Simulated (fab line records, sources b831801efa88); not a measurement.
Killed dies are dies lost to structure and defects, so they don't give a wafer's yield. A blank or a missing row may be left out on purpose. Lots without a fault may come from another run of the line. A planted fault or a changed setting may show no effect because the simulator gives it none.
Which tool did it? | flow gf180mcu | 12 lots, 36 wafers sampled, at 6 steps of a route of 602

WHAT THE GAUGES READ, wafer by wafer
GF_V3_OVL_MEAS_15.
lot  | measured     | on         | V3_OVL (nm)
L484 | day 22 14:56 | overlay-02 | 3 5 1
L485 | day 23 02:41 | overlay-01 | -15 -12 -18
L489 | day 24 12:48 | overlay-01 | -1 4 3
L490 | day 24 21:37 | overlay-01 | 3 12 10
L491 | day 25 05:01 | overlay-01 | 3 4 2
L494 | day 26 02:37 | overlay-01 | 10 0 3
L496 | day 26 14:28 | overlay-01 | 11 6 2
L497 | day 27 05:37 | overlay-01 | 3 4 -7
L498 | day 27 10:28 | overlay-01 | 5 2 11
L500 | day 27 21:32 | overlay-02 | -5 -6 -7
L501 | day 28 06:53 | overlay-02 | -1 -3 -5
L506 | day 29 19:22 | overlay-01 | 8 7 -2

GF_V3_RS_MEAS_24: measures by four-point-probe.
lot  | measured     | on            | V3_W_RS (ohm/sq)
L484 | day 22 15:55 | film_metro-02 | 0.330 0.330 0.329
L485 | day 23 03:36 | film_metro-02 | 0.327 0.321 0.327
L489 | day 24 13:44 | film_metro-03 | 0.324 0.321 0.319
L490 | day 24 22:31 | film_metro-02 | 0.325 0.327 0.327
L491 | day 25 05:56 | film_metro-03 | 0.325 0.322 0.327
L494 | day 26 03:40 | film_metro-03 | 0.320 0.321 0.321
L496 | day 26 15:23 | film_metro-03 | 0.307 0.308 0.311
L497 | day 27 06:32 | film_metro-03 | 0.327 0.322 0.325
L498 | day 27 11:25 | film_metro-02 | 0.321 0.303 0.304
L500 | day 27 22:29 | film_metro-02 | 0.325 0.327 0.325
L501 | day 28 07:50 | film_metro-03 | 0.323 0.327 0.329
L506 | day 29 20:19 | film_metro-02 | 0.328 0.324 0.326

GF_V3_THK_MEAS_25: measures by xrf.
lot  | measured     | on            | V3_W_THK (nm)
L484 | day 22 16:00 | film_metro-02 | 350 350 352
L485 | day 23 03:43 | film_metro-02 | 350 358 353
L489 | day 24 13:50 | film_metro-03 | 356 361 363
L490 | day 24 22:38 | film_metro-02 | 348 349 350
L491 | day 25 06:03 | film_metro-03 | 356 360 354
L494 | day 26 03:46 | film_metro-03 | 358 357 356
L496 | day 26 15:29 | film_metro-03 | 376 371 370
L497 | day 27 06:39 | film_metro-03 | 355 361 359
L498 | day 27 11:32 | film_metro-02 | 361 381 377
L500 | day 27 22:36 | film_metro-02 | 356 352 356
L501 | day 28 07:57 | film_metro-03 | 363 359 356
L506 | day 29 20:25 | film_metro-02 | 353 358 358

WHICH TOOL RAN EACH LOT (tool, then ch and the chambers of the sampled wafers, then the start)
lot  | GF_M3_SPUTTER_03             | GF_V3_SPUTTER_22             | GF_V3_CVD_23
L484 | pvd_sputter-02, day 20 14:40 | pvd_sputter-04, day 22 15:42 | cvd_w-02 ch 0,1, day 22 15:47
L485 | pvd_sputter-02, day 21 02:55 | pvd_sputter-03, day 23 03:27 | cvd_w-01 ch 0,1, day 23 03:29
L489 | pvd_sputter-01, day 22 13:22 | pvd_sputter-04, day 24 13:33 | cvd_w-02 ch 0,1, day 24 13:37
L490 | pvd_sputter-01, day 22 23:38 | pvd_sputter-02, day 24 22:22 | cvd_w-02 ch 1, day 24 22:25
L491 | pvd_sputter-01, day 23 06:32 | pvd_sputter-03, day 25 05:46 | cvd_w-01 ch 0,1, day 25 05:49
L494 | pvd_sputter-02, day 24 06:11 | pvd_sputter-04, day 26 03:22 | cvd_w-02 ch 1, day 26 03:29
L496 | pvd_sputter-03, day 24 18:19 | pvd_sputter-03, day 26 15:13 | cvd_w-02 ch 1, day 26 15:15
L497 | pvd_sputter-02, day 25 11:19 | pvd_sputter-02, day 27 06:22 | cvd_w-01 ch 0,1, day 27 06:25
L498 | pvd_sputter-03, day 25 16:35 | pvd_sputter-03, day 27 11:16 | cvd_w-02 ch 0,1, day 27 11:17
L500 | pvd_sputter-02, day 26 03:16 | pvd_sputter-03, day 27 22:19 | cvd_w-01 ch 0,1, day 27 22:22
L501 | pvd_sputter-02, day 26 12:27 | pvd_sputter-04, day 28 07:41 | cvd_w-01 ch 0,1, day 28 07:43
L506 | pvd_sputter-03, day 28 00:07 | pvd_sputter-04, day 29 20:07 | cvd_w-01 ch 0,1, day 29 20:11
- GF_M3_SPUTTER_03: material Ti, target thk 10 nm, time 6.7 s.
- GF_V3_SPUTTER_22: material TiN, target thk 10 nm, time 40 s.
- GF_V3_CVD_23: deposits W, target thk 350 nm, time 104.9 s.

WHAT THE TOOLS THEMSELVES READ (means of the sampled wafers that have a number; where no wafer has one, the mark that the record gives instead)
GF_M3_SPUTTER_03.
lot  | tool           | throttle_valve_pct (%)
L484 | pvd_sputter-02 | 30.1
L485 | pvd_sputter-02 | 30.1
L489 | pvd_sputter-01 | 29.4
L490 | pvd_sputter-01 | 29.7
L491 | pvd_sputter-01 | 30.3
L494 | pvd_sputter-02 | 30.1
L496 | pvd_sputter-03 | 30.8
L497 | pvd_sputter-02 | 29.9
L498 | pvd_sputter-03 | 30.7
L500 | pvd_sputter-02 | 29.9
L501 | pvd_sputter-02 | 29.7
L506 | pvd_sputter-03 | 31.3

GF_V3_SPUTTER_22.
lot  | tool           | throttle_valve_pct (%)
L484 | pvd_sputter-04 | 30.2
L485 | pvd_sputter-03 | 30.5
L489 | pvd_sputter-04 | 29.9
L490 | pvd_sputter-02 | 29.6
L491 | pvd_sputter-03 | 30.9
L494 | pvd_sputter-04 | 29.4
L496 | pvd_sputter-03 | 30.8
L497 | pvd_sputter-02 | 30.3
L498 | pvd_sputter-03 | 31.5
L500 | pvd_sputter-03 | 31.4
L501 | pvd_sputter-04 | 30.5
L506 | pvd_sputter-04 | 30.1

GF_V3_CVD_23.
lot  | tool     | heater_power_w (W)
L484 | cvd_w-02 | 848
L485 | cvd_w-01 | 976
L489 | cvd_w-02 | 828
L490 | cvd_w-02 | 800
L491 | cvd_w-01 | 979
L494 | cvd_w-02 | 803
L496 | cvd_w-02 | 816
L497 | cvd_w-01 | 990
L498 | cvd_w-02 | 839
L500 | cvd_w-01 | 954
L501 | cvd_w-01 | 976
L506 | cvd_w-01 | 982

THE ANSWER, worked out from the rows above alone
Rule: what is usual is taken from the lots themselves. Put in order of their means at a reading, lots are off if they are a third of the lots or fewer, leave a main group of 4 or more, and stand apart from it by a gap of 3 or more times the standard deviation of the main group's means; of several such gaps the widest counts. A main group whose means are all the same, to the digits that the tables above print for the reading, isn't used. A lot without any number at a reading at which 4 lots or more have one is off too. The other lots that the step has rows for count as sound. The gauges are gone through in route order, then the tools' own readings, and for those a lot's mean is taken as printed above. The first step at which some lot is off is used, and at that step the reading that is off furthest; a lot without a number counts as furthest.
Off: L496, L498, at GF_V3_RS_MEAS_24 (V3_W_RS). The main group: mean 0.325 ohm/sq, standard deviation 0.0024.
A tool fits if, at a process step before that reading, it ran every lot that is off, and no sound lot after the first of them. The gauges at GF_V3_RS_MEAS_24 are tried like those tools. One fits: cvd_w-02 at GF_V3_CVD_23. Its last sound lot is L494 (day 26 03:29), its first lot that is off L496 (day 26 15:15): a fault that began between those two fits.

WHAT THE SIMULATOR HAD PUT IN
Process parameter drift: cvd_w-02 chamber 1, from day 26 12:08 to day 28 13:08, at GF_V3_CVD_23. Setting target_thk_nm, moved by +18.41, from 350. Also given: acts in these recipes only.
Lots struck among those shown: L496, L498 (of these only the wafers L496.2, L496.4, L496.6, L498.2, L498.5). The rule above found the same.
